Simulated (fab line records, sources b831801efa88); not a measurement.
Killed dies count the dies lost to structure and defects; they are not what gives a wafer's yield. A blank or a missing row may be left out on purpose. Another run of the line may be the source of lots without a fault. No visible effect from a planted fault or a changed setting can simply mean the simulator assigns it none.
fab line records | flow sky130 | part 2 of 2: steps 26 to 36 of 36
[record] lots = 5 | wafers = 15 | last-day = 50
route steps=708 shown CAPM@543 METAL3@555 VIA3@573
lots with no fault: from the same line, run without faults
start-h: the number of hours between the record's first day and the start of the first shown wafer of the lot | wait-h: hours elapsed since this lot's preceding step | " as in the row above | L1.1+2: a row that stands for several wafers | - value missing, or start not given | * or withheld: withheld | < > ~ a bound
route shown NAME@n: names a module that has steps shown in the file, with the first one's number in the route | usual: the fault-free wafers' mean and standard deviation | same: alike in all rows | chamber/n: place in a boat | sites: per-site readings | _std_site: their standard deviation | _edge_site: mean of outer sites minus mean of inner sites | radius-mm: for every site, how far away it sits from the centre of the wafer | mask NAME#n: copy n | behind: the last tool/chamber to shape the wafer | hold: why the lot was held/for how many hours/how that ended | device: the n, p or np transistor that did not switch | end of line: tests run on the same wafers once the route is complete | step lacking rows: just its recipe | killed: the dies lost at the first sort to structure and to defects; this is not the yield of the wafer | map: shows each die of a wafer: x if killed, . if not, _ if none is there
set.NAME: the setting as run; set.NAME@STEP: as run at that earlier step | model.NAME: the simulator's own value behind a step, which no gauge read
certain route steps with their lots: each step a table, each wafer a row
services: a tool's chamber out of use, with start hour (start-h, from the record's first day; less than 0 if before it), hours out, and reason
[[steps]]
[step SKY_METAL3_METAL_ETCH_18]
[recipe] target-depth-a = 8450 | stop-on = SiO2 | over-etch-frac = 0.3 | time-s = 183.1 | chemistry = Cl2/BCl3 | resist-sidewall-deg = 88 | pressure-mtorr = 10 | icp-w = 900 | bias-w = 48.5 | Cl2_flow_sccm = 60 | bcl3-flow-sccm = 30
[usual] drypump-motor-current-A = 5.7/0.43 | oes-product-au = 0.866/0.0059 | throttle-valve-pct = 22.263/0.0086
lot.wafer | tool         | chamber | start-h | wait-h | drypump-motor-current-A | oes-product-au | rf-hours-counter-h | throttle-valve-pct
L083.2    | rie-metal-04 | 0       | 980.76  | 0.0    | 6.0                     | 0.870          | 18                 | 22.276
L083.3    | "            | 1       | "       | "      | 5.5                     | 0.874          | -                  | 22.261
L083.4    | "            | 0       | "       | "      | 6.0                     | 0.860          | -                  | 22.260
L084.2    | rie-metal-03 | 1       | 987.11  | 0.0    | 5.2                     | 0.861          | 6                  | 22.279
L084.4    | "            | 1       | "       | "      | 5.2                     | 0.876          | -                  | 22.268
L084.6    | "            | 1       | "       | "      | 5.2                     | 0.868          | -                  | 22.264
L088.2    | rie-metal-01 | 0       | 1036.11 | 0.0    | 6.3                     | 0.868          | 12                 | 22.255
L088.4    | "            | 0       | "       | "      | 6.3                     | 0.858          | -                  | 22.268
L088.6    | "            | 1       | "       | "      | 5.2                     | 0.875          | -                  | 22.261
L091.1    | rie-metal-03 | 1       | 1037.12 | 0.0    | 5.2                     | 0.872          | 9                  | 22.267
L091.5    | "            | 1       | "       | "      | 5.2                     | 0.857          | -                  | 22.266
L091.6    | "            | 0       | "       | "      | 6.0                     | 0.866          | -                  | 22.279
L097.2    | rie-metal-01 | 0       | 1074.86 | 0.0    | 6.3                     | 0.862          | 15                 | 22.263
L097.3    | "            | 1       | "       | "      | 5.2                     | 0.860          | -                  | 22.263
L097.5    | "            | 1       | "       | "      | 5.2                     | 0.861          | -                  | 22.257
[step SKY_METAL3_STRIP_19]
[recipe] chemistry = O2/N2 | power-w = 1400 | pressure-mtorr = 1500 | platen-temp-c = withheld | o2-flow-sccm = 3000 | n2-flow-sccm = 300 | overash-fraction = 0.5
[usual] drypump-motor-current-A = 5.8/0.37 | oes-product-au = 0.502/0.005 | strip-time-to-endpoint-s = 6.55/0.059
lot.wafer | tool            | chamber | start-h | wait-h | drypump-motor-current-A | oes-product-au | rf-hours-counter-h | strip-time-to-endpoint-s
L083.2    | plasma-asher-01 | 1       | 980.94  | 0.1    | 5.9                     | 0.501          | 24                 | 6.55
L083.3    | "               | 1       | "       | "      | 5.9                     | 0.495          | -                  | 6.55
L083.4    | "               | 0       | "       | "      | 5.4                     | 0.498          | -                  | 6.57
L084.2    | plasma-asher-03 | 1       | 987.29  | 0.1    | 5.3                     | 0.498          | 83                 | 6.57
L084.4    | "               | 1       | "       | "      | 5.3                     | 0.505          | -                  | 6.50
L084.6    | "               | 0       | "       | "      | 5.7                     | 0.511          | -                  | 6.54
L088.2    | plasma-asher-02 | 0       | 1036.29 | 0.1    | 6.4                     | 0.506          | 121                | 6.61
L088.4    | "               | 1       | "       | "      | 6.3                     | 0.507          | -                  | 6.58
L088.6    | "               | 1       | "       | "      | 6.3                     | 0.502          | -                  | 6.53
L091.1    | plasma-asher-01 | 0       | 1037.30 | 0.1    | 5.4                     | 0.509          | 29                 | 6.57
L091.5    | "               | 1       | "       | "      | 5.9                     | 0.504          | -                  | 6.56
L091.6    | "               | 0       | "       | "      | 5.4                     | 0.498          | -                  | 6.57
L097.2    | plasma-asher-02 | 1       | 1075.04 | 0.1    | 6.3                     | 0.505          | 1                  | 6.69
L097.3    | "               | 0       | "       | "      | 6.4                     | 0.509          | -                  | 6.63
L097.5    | "               | 1       | "       | "      | 6.3                     | 0.508          | -                  | 6.65
[step SKY_METAL3_STRIP_20]
[recipe] chemistry = post-etch-residue-remover | time-s = 1200 | temp-c = 72.5
[usual] bath-guard-temp-C = 72.7/0.62
lot.wafer | tool         | chamber | start-h | wait-h | bath-guard-temp-C
L083.2    | wet-bench-04 | 1       | 981.04  | 0.1    | 72.2
L083.3    | "            | 1       | "       | "      | 72.4
L083.4    | "            | 1       | "       | "      | 72.4
L084.2    | wet-bench-04 | 1       | 987.39  | 0.1    | 72.0
L084.4    | "            | 1       | "       | "      | 72.2
L084.6    | "            | 1       | "       | "      | 72.0
L088.2    | wet-bench-01 | 3       | 1036.39 | 0.1    | 72.0
L088.4    | "            | 3       | "       | "      | 71.9
L088.6    | "            | 3       | "       | "      | 72.0
L091.1    | wet-bench-04 | 3       | 1037.40 | 0.1    | 74.0
L091.5    | "            | 3       | "       | "      | 74.0
L091.6    | "            | 3       | "       | "      | 73.2
L097.2    | wet-bench-04 | 3       | 1075.14 | 0.1    | 73.7
L097.3    | "            | 3       | "       | "      | 73.5
L097.5    | "            | 3       | "       | "      | 73.2
[step SKY_METAL3_CLEAN_21]
[recipe] chemistry = IPA | time-s = 180 | temp-c = 25
lot.wafer  | tool         | chamber | start-h | wait-h
L083.2+3+4 | wet-bench-03 | 3       | 981.38  | 0.0
L084.2+4+6 | wet-bench-01 | 0       | 987.73  | 0.0
L088.2+4+6 | wet-bench-04 | 1       | 1036.73 | 0.0
L091.1+5+6 | wet-bench-04 | 3       | 1037.74 | 0.0
L097.2+3+5 | wet-bench-01 | 0       | 1075.48 | 0.0
[step SKY_METAL3_CLEAN_22]
[recipe] chemistry = O3/DIW | dry = n2-spin
lot.wafer  | tool         | chamber | start-h | wait-h
L083.2+3+4 | wet-bench-04 | 2       | 981.44  | 0.0
L084.2+4+6 | wet-bench-04 | 2       | 987.79  | 0.0
L088.2+4+6 | wet-bench-03 | 0       | 1036.79 | 0.0
L091.1+5+6 | wet-bench-04 | 1       | 1037.80 | 0.0
L097.2+3+5 | wet-bench-04 | 3       | 1075.54 | 0.0
[step SKY_VIA3_HDPCVD_00]
[recipe] material = SiO2 | target-thk-nm = 1635 | sigma-open-frac = 0.3 | time-s = 272.5 | temp-c = 400 | sih4-flow-sccm = 60 | pressure-mtorr = 6
lot.wafer  | tool      | chamber | start-h | wait-h
L083.2+3+4 | hdpcvd-01 | 0,1,2   | 981.53  | 0.0
L084.2+4+6 | hdpcvd-01 | 0,1,0   | 987.88  | 0.0
L088.2+4+6 | hdpcvd-02 | 1,2,1   | 1036.90 | 0.0
L091.1+5+6 | hdpcvd-01 | 0,0,1   | 1037.89 | 0.0
L097.2+3+5 | hdpcvd-01 | 1,2,2   | 1075.63 | 0.0
[step SKY_VIA3_THK_MEAS_01]
[recipe] reads = SiO2_of_VIA3_HDPCVD_00
[usual] VIA3_HDPCVD_THK = 1640/21
lot.wafer | tool          | chamber | start-h | wait-h | VIA3_HDPCVD_THK[nm]
L083.2    | film-metro-04 | -       | 981.71  | 0.1    | 1677
L083.3    | "             | -       | "       | "      | 1670
L083.4    | "             | -       | "       | "      | 1669
L084.2    | film-metro-02 | -       | 988.06  | 0.1    | 1683
L084.4    | "             | -       | "       | "      | 1659
L084.6    | "             | -       | "       | "      | 1658
L088.2    | film-metro-04 | -       | 1037.08 | 0.1    | 1609
L088.4    | "             | -       | "       | "      | 1608
L088.6    | "             | -       | "       | "      | 1626
L091.1    | film-metro-04 | -       | 1038.06 | 0.1    | 1638
L091.5    | "             | -       | "       | "      | 1657
L091.6    | "             | -       | "       | "      | 1630
L097.2    | film-metro-03 | -       | 1075.81 | 0.1    | 1613
L097.3    | "             | -       | "       | "      | 1646
L097.5    | "             | -       | "       | "      | 1639
[step SKY_VIA3_CMP_02]
[recipe] material = SiO2 | down-force-psi = 4 | platen-rpm = 60 | pad-velocity-m-s = 0.94248
[usual] motor-current-A = 12.1/1.1
lot.wafer | tool   | chamber | start-h | wait-h | motor-current-A
L083.3    | cmp-01 | 0       | 981.76  | 0.0    | 10.3
L083.2    | "      | 1       | "       | "      | 12.1
L083.4    | "      | 2       | "       | "      | 11.9
L084.2    | cmp-02 | 1       | 988.11  | 0.0    | 10.8
L084.4    | "      | 2       | "       | "      | 13.5
L084.6    | "      | 1       | "       | "      | 11.4
L088.2    | cmp-01 | 1       | 1037.18 | 0.1    | 12.2
L088.4    | "      | 3       | "       | "      | 12.4
L088.6    | "      | 1       | "       | "      | 12.4
L091.1    | cmp-02 | 1       | 1038.17 | 0.1    | 11.1
L091.5    | "      | 0       | "       | "      | 12.3
L091.6    | "      | 1       | "       | "      | 10.7
L097.2    | cmp-02 | 0       | 1075.86 | 0.0    | 12.4
L097.3    | "      | 3       | "       | "      | 11.7
L097.5    | "      | 0       | "       | "      | 12.3
[step SKY_VIA3_BOW_MEAS_03]
[recipe] mode = bow
[usual] VIA3_BOW = 79/7.7
lot.wafer | tool          | chamber | start-h | wait-h | VIA3_BOW[um]
L083.2    | film-metro-02 | -       | 982.08  | 0.2    | 88
L083.3    | "             | -       | "       | "      | 67
L083.4    | "             | -       | "       | "      | 92
L084.2    | film-metro-02 | -       | 988.43  | 0.3    | 78
L084.4    | "             | -       | "       | "      | 69
L084.6    | "             | -       | "       | "      | 72
L088.2    | film-metro-03 | -       | 1037.45 | 0.2    | 91
L088.4    | "             | -       | "       | "      | 94
L088.6    | "             | -       | "       | "      | 85
L091.1    | film-metro-04 | -       | 1038.42 | 0.2    | 82
L091.5    | "             | -       | "       | "      | 71
L091.6    | "             | -       | "       | "      | 85
L097.2    | film-metro-03 | -       | 1076.18 | 0.3    | 73
L097.3    | "             | -       | "       | "      | 83
L097.5    | "             | -       | "       | "      | 71
[step SKY_VIA3_DEHYDRATE_04]
[recipe] temp-c = 200 | time-s = 60
[usual] chill-plate-temp-C = 22.98/0.11
lot.wafer | tool           | chamber | start-h | wait-h | chill-plate-temp-C
L083.2    | litho-track-02 | 0       | 993.73  | 11.6   | 22.83
L083.3    | "              | 0       | "       | "      | 22.90
L083.4    | "              | 0       | "       | "      | 22.87
L084.2    | litho-track-01 | 0       | 999.24  | 10.8   | 23.09
L084.4    | "              | 0       | "       | "      | 23.13
L084.6    | "              | 0       | "       | "      | 23.09
L088.2    | litho-track-01 | 0       | 1047.24 | 9.8    | 22.90
L088.4    | "              | 0       | "       | "      | 22.92
L088.6    | "              | 0       | "       | "      | 22.68
L091.1    | litho-track-01 | 0       | 1048.36 | 9.9    | 23.07
L091.5    | "              | 0       | "       | "      | 22.80
L091.6    | "              | 0       | "       | "      | 22.93
L097.2    | litho-track-01 | 0       | 1085.44 | 9.2    | 23.06
L097.3    | "              | 0       | "       | "      | 23.07
L097.5    | "              | 0       | "       | "      | 22.99
[step SKY_VIA3_HMDS_05]
[recipe] prime-time-s = 60 | prime-temp-c = 120
[usual] chill-plate-temp-C = 23.02/0.096
lot.wafer | tool           | chamber | start-h | wait-h | chill-plate-temp-C
L083.2    | litho-track-02 | 0       | 993.88  | 0.1    | 23.01
L083.3    | "              | 0       | "       | "      | 22.77
L083.4    | "              | 0       | "       | "      | 22.85
L084.2    | litho-track-01 | 0       | 999.39  | 0.1    | 23.06
L084.4    | "              | 0       | "       | "      | 22.99
L084.6    | "              | 0       | "       | "      | 23.17
L088.2    | litho-track-01 | 0       | 1047.39 | 0.1    | 23.00
L088.4    | "              | 0       | "       | "      | 22.86
L088.6    | "              | 0       | "       | "      | 22.97
L091.1    | litho-track-01 | 0       | 1048.51 | 0.1    | 23.33
L091.5    | "              | 0       | "       | "      | 23.15
L091.6    | "              | 0       | "       | "      | 23.07
L097.2    | litho-track-01 | 0       | 1085.59 | 0.1    | 23.08
L097.3    | "              | 0       | "       | "      | 23.06
L097.5    | "              | 0       | "       | "      | 22.98
[[services]]
tool             | chamber | start-h | hours | kind
hdpcvd-01        | -       | 921.59  | 0.4   | repair
krf-scanner-01   | -       | 935.36  | 6.5   | repair
iline-stepper-01 | -       | 952.04  | 1.7   | pm
krf-scanner-01   | -       | 955.35  | 1.6   | repair
plasma-asher-03  | -       | 955.51  | 2.8   | repair
rie-metal-03     | -       | 957.29  | 10.0  | pm
krf-scanner-01   | -       | 967.21  | 7.2   | pm
wet-bench-03     | -       | 988.12  | 1.0   | repair
rie-metal-04     | -       | 989.88  | 2.2   | repair
wet-bench-01     | -       | 991.57  | 1.7   | repair
krf-scanner-01   | -       | 993.84  | 1.3   | pm
wet-bench-04     | -       | 994.38  | 1.1   | repair
cmp-02           | -       | 999.03  | 0.2   | repair
iline-stepper-01 | -       | 1001.62 | 1.2   | repair
plasma-asher-03  | -       | 1011.45 | 2.4   | repair
cmp-02           | -       | 1017.22 | 0.7   | repair
plasma-asher-03  | -       | 1023.21 | 4.3   | pm
rie-metal-03     | -       | 1042.06 | 2.8   | pm
krf-scanner-01   | -       | 1044.04 | 1.0   | pm
krf-scanner-01   | -       | 1045.91 | 0.8   | pm
rie-metal-04     | 0       | 1048.29 | 6.2   | repair
plasma-asher-02  | -       | 1055.25 | 9.0   | pm
krf-scanner-01   | -       | 1064.99 | 1.8   | repair
wet-bench-03     | -       | 1066.33 | 2.4   | repair
